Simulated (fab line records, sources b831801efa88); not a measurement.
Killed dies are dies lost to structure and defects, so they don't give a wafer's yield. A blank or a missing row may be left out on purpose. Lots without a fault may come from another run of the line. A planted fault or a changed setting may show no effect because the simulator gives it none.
Split-lot experiment | flow gf180mcu | 5 lots, 23 wafers read, on a route of 602 steps

THE SPLIT
At GF_V1_SPUTTER_22 (material TiN, target thk 10 nm, time 40 s), the setting power_w was moved away from the recipe's 4000 W on 10 of the 23 wafers read, by -11.4% to +9.1%. The other wafers ran this setting at the recipe's value.

The reading is taken at the split's own step.

THE READING
TiN_of_V1_SPUTTER_22.thk_nm (the simulator's own value, which no gauge read), in nm, at GF_V1_SPUTTER_22 (material TiN, target thk 10 nm, time 40 s). The file gives no usual value for it. The 13 wafers here that ran the recipe average 9.876 nm, standard deviation 0.13 nm.

wafer  | tool, chamber at the split | power_w as run, W | against the recipe | TiN_of_V1_SPUTTER_22.thk_nm, nm | against lot-mates on the recipe
L076.1 | pvd_sputter-01, -          | 4000              | recipe             | 9.877                           | -
L076.5 | pvd_sputter-01, -          | 4000              | recipe             | 9.894                           | -
L076.6 | pvd_sputter-01, -          | 4000              | recipe             | 9.765                           | -
L078.1 | pvd_sputter-01, -          | 4000              | recipe             | 9.961                           | -
L078.2 | pvd_sputter-01, -          | 4000              | recipe             | 10.04                           | -
L078.4 | pvd_sputter-01, -          | 4275              | +6.9%              | 10.72                           | +0.720
L078.5 | pvd_sputter-01, -          | 4275              | +6.9%              | 10.73                           | +0.730
L078.6 | pvd_sputter-01, -          | 4275              | +6.9%              | 10.55                           | +0.550
L082.1 | pvd_sputter-01, -          | 4000              | recipe             | 9.791                           | -
L082.2 | pvd_sputter-01, -          | 4000              | recipe             | 10.04                           | -
L082.3 | pvd_sputter-01, -          | 3844              | -3.9%              | 9.472                           | -0.460
L082.4 | pvd_sputter-01, -          | 4000              | recipe             | 9.965                           | -
L082.5 | pvd_sputter-01, -          | 3844              | -3.9%              | 9.449                           | -0.483
L083.2 | pvd_sputter-03, -          | 4365              | +9.1%              | 10.58                           | +0.943
L083.3 | pvd_sputter-03, -          | 4365              | +9.1%              | 10.69                           | +1.053
L083.6 | pvd_sputter-03, -          | 4365              | +9.1%              | 10.69                           | +1.053
L083.4 | pvd_sputter-03, -          | 4000              | recipe             | 9.585                           | -
L083.5 | pvd_sputter-03, -          | 4000              | recipe             | 9.689                           | -
L084.2 | pvd_sputter-01, -          | 4000              | recipe             | 9.903                           | -
L084.3 | pvd_sputter-01, -          | 4000              | recipe             | 10.01                           | -
L084.4 | pvd_sputter-01, -          | 3546              | -11.4%             | 8.701                           | -1.224
L084.5 | pvd_sputter-01, -          | 3546              | -11.4%             | 8.986                           | -0.939
L084.6 | pvd_sputter-01, -          | 4000              | recipe             | 9.863                           | -

THE FIT
A straight line over all 23 wafers: TiN_of_V1_SPUTTER_22.thk_nm changes by +0.0944 nm for each +1% of power_w; r = +0.97; the points scatter about the line by 0.14 nm.
The same after taking each lot's own level away (the mean of its wafers on the recipe; 23 wafers): +0.103 nm for each +1%; r = +0.99; scatter 0.092 nm.
On that fit, the largest move of power_w shifts the reading by 1.2 nm.
The lots' own levels span 9.6370 to 10.0005 nm, that is 2.7 times the standard deviation above.
So the lot-to-lot level changes the slope little: the two slopes agree.
Check: with one of the wafers moved furthest among these (-11.4%) left out of the fit, the line predicts -1.13 nm for it against its lot-mates. It came out at -1.22 nm against them.

OTHER SPLITS ON THESE WAFERS
These wafers also went through other splits before the reading. Each is held against what the fit with the lots' levels taken away leaves over:
other split on the same wafers | wafers away from the commonest value | r with TiN_of_V1_SPUTTER_22.thk_nm (lot level and that fit taken away)
GF_PSD_IMPLANT_09 energy_kev   | 9                                    | -0.03
GF_SAB_CVD_00 time_s           | 8                                    | +0.34
GF_SALICIDE_SPUTTER_02 power_w | 7                                    | -0.21
GF_CONTACT_EXPOSE_11 dose_mj   | 9                                    | -0.04
GF_CONTACT_ETCH_16 source_w    | 6                                    | +0.00
GF_M1_SPUTTER_04 time_s        | 7                                    | +0.05
GF_V1_CVD_02 time_s            | 4                                    | +0.35

THE FILE'S OWN FIT
TiN_of_V1_SPUTTER_22.thk_nm changes by +0.102 nm for each +1% of power_w, r = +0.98.
